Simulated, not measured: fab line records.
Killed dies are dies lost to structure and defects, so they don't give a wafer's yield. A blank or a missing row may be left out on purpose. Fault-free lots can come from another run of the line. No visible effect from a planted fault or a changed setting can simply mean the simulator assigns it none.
Which tool did it?    flow gf180mcu    24 lots with 72 wafers sampled at 6 steps, on a route of 602 steps

WHAT THE GAUGES SHOWED, per wafer
GF_V4_THK_MEAS_25: measures by xrf.
lot   measured      on             V4_W_THK (nm)
L074  day 24 13:44  film-metro-03  349 356 354
L075  day 25 02:58  film-metro-03  343 347 343
L076  day 25 08:57  film-metro-03  347 352 351
L077  day 25 13:36  film-metro-02  345 351 349
L078  day 26 04:21  film-metro-01  341 337 344
L079  day 26 05:04  film-metro-02  361 352 344
L080  day 26 22:37  film-metro-03  351 352 351
L081  day 27 04:04  film-metro-01  346 338 343
L082  day 27 19:44  film-metro-02  349 357 346
L083  day 27 23:08  film-metro-03  345 342 345
L084  day 28 03:00  film-metro-01  344 343 345
L085  day 28 19:02  film-metro-01  335 339 339
L086  day 28 23:59  film-metro-01  346 336 346
L087  day 29 12:57  film-metro-01  339 336 339
L089  day 29 18:27  film-metro-01  339 334 344
L088  day 29 19:04  film-metro-03  350 344 347
L090  day 29 20:51  film-metro-03  348 344 358
L092  day 30 13:18  film-metro-03  343 349 338
L091  day 30 14:14  film-metro-03  346 353 347
L093  day 30 16:53  film-metro-03  345 348 344
L094  day 30 20:38  film-metro-01  350 346 352
L095  day 31 08:23  film-metro-01  344 342 343
L096  day 31 13:12  film-metro-01  338 348 339
L097  day 31 15:14  film-metro-01  345 346 341

GF_V5_CD_MEAS_14: target cd 260 nm.
lot   measured      on         cd-nm (nm)
L074  day 27 06:03  cd-sem-02  259.0 259.7 258.9
L075  day 27 20:49  cd-sem-01  256.6 257.6 258.0
L076  day 28 02:12  cd-sem-01  258.6 259.3 258.7
L077  day 28 05:16  cd-sem-02  259.3 257.7 258.1
L078  day 28 20:12  cd-sem-01  258.7 259.6 258.7
L079  day 28 20:35  cd-sem-01  257.8 257.2 257.6
L080  day 29 12:26  cd-sem-01  260.3 262.0 261.6
L081  day 29 17:31  cd-sem-01  261.0 261.0 262.4
L082  day 30 07:10  cd-sem-02  262.4 261.8 263.3
L083  day 30 11:45  cd-sem-02  258.8 258.5 259.2
L084  day 30 15:35  cd-sem-01  260.9 261.2 260.5
L085  day 31 07:02  cd-sem-01  259.5 260.8 261.4
L086  day 31 10:01  cd-sem-01  259.4 259.6 260.9
L087  day 31 20:44  cd-sem-02  261.1 260.8 261.5
L089  day 32 02:21  cd-sem-01  260.5 260.4 259.9
L088  day 32 03:21  cd-sem-01  258.3 260.0 259.2
L090  day 32 05:46  cd-sem-01  261.6 261.3 262.1
L092  day 32 22:34  cd-sem-02  258.3 259.5 258.4
L091  day 32 23:14  cd-sem-01  258.9 258.9 258.5
L093  day 33 00:13  cd-sem-02  260.3 259.1 260.1
L094  day 33 05:23  cd-sem-02  258.4 258.4 257.4
L095  day 33 12:13  cd-sem-02  262.4 260.9 260.8
L096  day 33 18:16  cd-sem-01  261.0 260.6 261.3
L097  day 33 19:42  cd-sem-02  259.7 259.4 261.5

GF_V5_RS_MEAS_24: a four-point-probe measurement.
lot   measured      on             V5_W_RS (ohm/sq)
L074  day 27 07:06  film-metro-04  0.327 0.326 0.329
L075  day 27 21:54  film-metro-04  0.324 0.324 0.321
L076  day 28 03:15  film-metro-02  0.330 0.329 0.332
L077  day 28 06:39  film-metro-04  0.327 0.326 0.324
L078  day 28 21:23  film-metro-03  0.323 0.324 0.330
L079  day 28 21:38  film-metro-03  0.321 0.328 0.325
L080  day 29 13:29  film-metro-03  0.335 0.322 0.333
L081  day 29 18:36  film-metro-04  0.323 0.328 0.321
L082  day 30 08:13  film-metro-02  0.329 0.322 0.329
L083  day 30 12:58  film-metro-03  0.328 0.325 0.322
L084  day 30 16:38  film-metro-04  0.329 0.327 0.328
L085  day 31 08:05  film-metro-02  0.325 0.327 0.328
L086  day 31 11:04  film-metro-03  0.329 0.327 0.322
L087  day 31 21:47  film-metro-03  0.320 0.320 0.324
L089  day 32 03:26  film-metro-04  0.319 0.328 0.328
L088  day 32 04:41  film-metro-04  0.329 0.326 0.325
L090  day 32 07:02  film-metro-03  0.329 0.328 0.330
L092  day 32 23:37  film-metro-03  0.331 0.330 0.334
L091  day 33 00:20  film-metro-02  0.324 0.324 0.329
L093  day 33 01:17  film-metro-02  0.329 0.327 0.324
L094  day 33 06:55  film-metro-02  0.325 0.324 0.327
L095  day 33 13:16  film-metro-04  0.331 0.328 0.330
L096  day 33 19:20  film-metro-04  0.328 0.329 0.328
L097  day 33 20:47  film-metro-02  0.319 0.317 0.324

GF_TOP_METAL_CD_MEAS_14: target cd 440 nm.
lot   measured      on         cd-nm (nm)
L074  day 28 04:09  cd-sem-01  440.4 441.8 440.7
L075  day 28 17:48  cd-sem-01  440.3 441.2 439.5
L076  day 28 23:37  cd-sem-02  437.1 438.4 438.7
L077  day 29 03:08  cd-sem-02  442.0 444.1 442.7
L078  day 29 17:31  cd-sem-02  444.7 441.5 442.1
L079  day 29 17:49  cd-sem-01  443.2 444.2 442.3
L080  day 30 08:41  cd-sem-02  437.3 438.9 440.4
L081  day 30 13:57  cd-sem-02  437.9 437.3 439.0
L082  day 31 05:32  cd-sem-01  437.1 436.1 434.8
L083  day 31 09:15  cd-sem-01  437.5 436.3 436.7
L084  day 31 11:23  cd-sem-01  440.1 440.1 439.6
L085  day 32 02:39  cd-sem-01  439.9 439.9 441.0
L086  day 32 04:41  cd-sem-02  440.4 440.1 439.5
L087  day 32 14:51  cd-sem-01  445.0 443.2 443.3
L089  day 32 19:48  cd-sem-01  440.3 439.9 441.5
L088  day 32 20:51  cd-sem-02  435.5 435.1 436.9
L090  day 33 01:42  cd-sem-02  437.9 438.2 438.9
L092  day 33 16:31  cd-sem-01  438.9 439.6 439.2
L091  day 33 17:17  cd-sem-01  439.5 442.0 441.5
L093  day 33 17:51  cd-sem-02  440.0 440.1 442.1
L094  day 33 23:42  cd-sem-01  438.8 437.4 434.9
L095  day 34 05:16  cd-sem-01  438.7 438.2 440.9
L096  day 34 11:23  cd-sem-01  440.4 440.5 442.7
L097  day 34 13:06  cd-sem-02  441.8 438.8 443.1

GF_PASSIVATION_BOW_MEAS_14.
lot   measured      on             PASSIVATION_BOW (um)
L074  day 29 03:34  film-metro-01  129 126 125
L075  day 29 16:06  film-metro-02  135 137 131
L076  day 29 21:46  film-metro-01  137 126 130
L077  day 30 01:43  film-metro-02  135 128 129
L078  day 30 15:04  film-metro-01  128 128 127
L079  day 30 15:25  film-metro-01  153 140 144
L080  day 31 04:58  film-metro-03  129 133 155
L081  day 31 10:51  film-metro-01  126 121 128
L082  day 32 01:23  film-metro-02  127 132 112
L083  day 32 06:19  film-metro-03  151 142 139
L084  day 32 07:58  film-metro-03  125 132 130
L085  day 32 21:40  film-metro-03  138 133 142
L086  day 32 23:56  film-metro-01  152 141 149
L087  day 33 10:13  film-metro-03  134 129 125
L089  day 33 15:00  film-metro-01  125 129 124
L088  day 33 15:57  film-metro-02  124 125 130
L090  day 33 20:54  film-metro-03  121 124 122
L092  day 34 10:56  film-metro-03  132 135 142
L091  day 34 11:14  film-metro-01  127 116 117
L093  day 34 12:32  film-metro-03  127 124 140
L094  day 34 18:16  film-metro-02  130 133 115
L095  day 34 23:46  film-metro-02  130 135 148
L096  day 35 05:23  film-metro-02  128 130 131
L097  day 35 06:41  film-metro-01  130 122 134

TOOL THAT RAN EACH LOT (tool first, then ch and the chambers of the sampled wafers, then the start)
lot   GF_V1_CVD_23
L074  cvd-w-02 ch 0,1, day 18 07:11
L075  cvd-w-02 ch 0, day 18 20:34
L076  cvd-w-01 ch 0,1, day 19 05:41
L077  cvd-w-02 ch 0,1, day 19 10:19
L078  cvd-w-02 ch 0,1, day 20 00:08
L079  cvd-w-01 ch 0,1, day 20 02:35
L080  cvd-w-01 ch 0,1, day 20 19:19
L081  cvd-w-02 ch 0,1, day 21 05:43
L082  cvd-w-01 ch 0,1, day 21 19:10
L083  cvd-w-01 ch 0,1, day 22 03:29
L084  cvd-w-01 ch 0,1, day 22 09:07
L085  cvd-w-02 ch 0,1, day 23 01:46
L086  cvd-w-01 ch 0,1, day 23 09:26
L087  cvd-w-02 ch 0,1, day 23 17:57
L089  cvd-w-01 ch 0,1, day 24 04:25
L088  cvd-w-02 ch 0,1, day 24 06:16
L090  cvd-w-02 ch 0,1, day 24 09:16
L092  cvd-w-02 ch 0, day 25 01:28
L091  cvd-w-02 ch 0,1, day 25 02:32
L093  cvd-w-02 ch 0,1, day 25 06:49
L094  cvd-w-02 ch 0,1, day 25 14:34
L095  cvd-w-01 ch 1, day 26 00:20
L096  cvd-w-02 ch 0,1, day 26 07:21
L097  cvd-w-02 ch 0,1, day 26 12:27
- GF_V1_CVD_23: deposits W, target thk 350 nm, time 105.05 s.

AS READ BY THE TOOLS THEMSELVES (means over the sampled wafers that have a number; for cases with no such wafer, the mark the record gives instead)
GF_V1_CVD_23.
lot   tool      heater-power-w (W)
L074  cvd-w-02  812
L075  cvd-w-02  788
L076  cvd-w-01  861
L077  cvd-w-02  845
L078  cvd-w-02  811
L079  cvd-w-01  867
L080  cvd-w-01  857
L081  cvd-w-02  819
L082  cvd-w-01  858
L083  cvd-w-01  866
L084  cvd-w-01  861
L085  cvd-w-02  857
L086  cvd-w-01  857
L087  cvd-w-02  862
L089  cvd-w-01  863
L088  cvd-w-02  866
L090  cvd-w-02  857
L092  cvd-w-02  802
L091  cvd-w-02  854
L093  cvd-w-02  842
L094  cvd-w-02  864
L095  cvd-w-01  866
L096  cvd-w-02  825
L097  cvd-w-02  833

THE ANSWER, worked out from the rows above alone
Rule: the lots themselves supply what counts as usual. The widest of any qualifying gaps counts: lots, ordered by their means at a reading, are off when they make up no more than a third of the lots, leave a main group of 4 or more, and stand apart from it by 3 or more times the standard deviation of that group's means. If all means in a main group match to the digits the tables above print for the reading, that group is not used. A lot without any number at a reading at which 4 lots or more have one is off too. Where the step has rows for the other lots, those lots are counted as sound. First the gauges in route order, then the tools' own readings, where a lot's mean is used as printed above. The first step at which some lot is off is used, and at that step the reading that is off furthest; a lot without a number counts as furthest.
No lot is off on any of the readings shown, so nothing can be concluded from this.

WHAT WAS PUT IN BY THE SIMULATOR
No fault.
